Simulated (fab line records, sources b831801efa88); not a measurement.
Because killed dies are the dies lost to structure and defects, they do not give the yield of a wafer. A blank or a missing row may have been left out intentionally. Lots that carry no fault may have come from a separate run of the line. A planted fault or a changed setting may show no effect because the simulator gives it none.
Which tool did it? + flow sky130 + 6 lots, 18 wafers sampled, at 3 steps of a route of 708

WHAT THE GAUGES READ, wafer by wafer
SKY_CONTACT_THK_MEAS_03.
| lot  | measured     | on           | CONTACT_HDPCVD_THK (nm) |
|------|--------------|--------------|-------------------------|
| L264 | day 31 06:25 | filmMetro-01 | 567 567 570             |
| L271 | day 33 05:32 | filmMetro-04 | 821 823 822             |
| L277 | day 35 02:57 | filmMetro-02 | 561 565 568             |
| L279 | day 36 00:35 | filmMetro-04 | 561 565 568             |
| L282 | day 36 16:46 | filmMetro-02 | 574 576 573             |
| L285 | day 37 09:32 | filmMetro-02 | 566 568 569             |

EACH LOT AND THE TOOL THAT RAN IT (in order: tool; ch and the chambers of the sampled wafers; start)
| lot  | SKY_LI_CONTACT_CVD_21        | SKY_CONTACT_HDPCVD_02            |
|------|------------------------------|----------------------------------|
| L264 | cvdW-02 ch 0,1, day 30 01:48 | hdpcvd-02 ch 0,1, day 31 06:20   |
| L271 | cvdW-02 ch 0,1, day 32 01:14 | hdpcvd-02 ch 0,2, day 33 05:28   |
| L277 | cvdW-01 ch 0,1, day 33 22:25 | hdpcvd-01 ch 0,1,2, day 35 02:53 |
| L279 | cvdW-01 ch 0, day 34 21:04   | hdpcvd-01 ch 0,1, day 36 00:30   |
| L282 | cvdW-02 ch 0,1, day 35 12:38 | hdpcvd-01 ch 0,2, day 36 16:41   |
| L285 | cvdW-02 ch 0,1, day 36 05:29 | hdpcvd-02 ch 0,2, day 37 09:29   |
- SKY_LI_CONTACT_CVD_21: deposits W, target thk 400 nm, time 120.56 s.
- SKY_CONTACT_HDPCVD_02: deposits SiO2, target thk 565 nm, time 94.2 s.

THE ANSWER, worked out from the rows above alone
Rule: the lots themselves supply what counts as usual. Put in order of their means at a reading, lots are off if they are a third of the lots or fewer, leave a main group of 4 or more, and stand apart from it by a gap of 3 or more times the standard deviation of the main group's means; of several such gaps the widest counts. A main group is skipped when, at the precision printed for the reading in the tables above, its means are all equal. A lot without any number at a reading at which 4 lots or more have one is off too. All remaining lots with rows at the step are treated as sound.
Off: L271, at SKY_CONTACT_THK_MEAS_03 (CONTACT_HDPCVD_THK). Main group: mean 568 nm, sd 3.5.
If a tool, at a process step before that reading, ran all the lots that are off and no sound lot after the first of them, it fits. Those tools and the gauges at SKY_CONTACT_THK_MEAS_03 are tried in the same way. Not one of the candidates tried fits.

WHAT HAD BEEN PUT IN BY THE SIMULATOR
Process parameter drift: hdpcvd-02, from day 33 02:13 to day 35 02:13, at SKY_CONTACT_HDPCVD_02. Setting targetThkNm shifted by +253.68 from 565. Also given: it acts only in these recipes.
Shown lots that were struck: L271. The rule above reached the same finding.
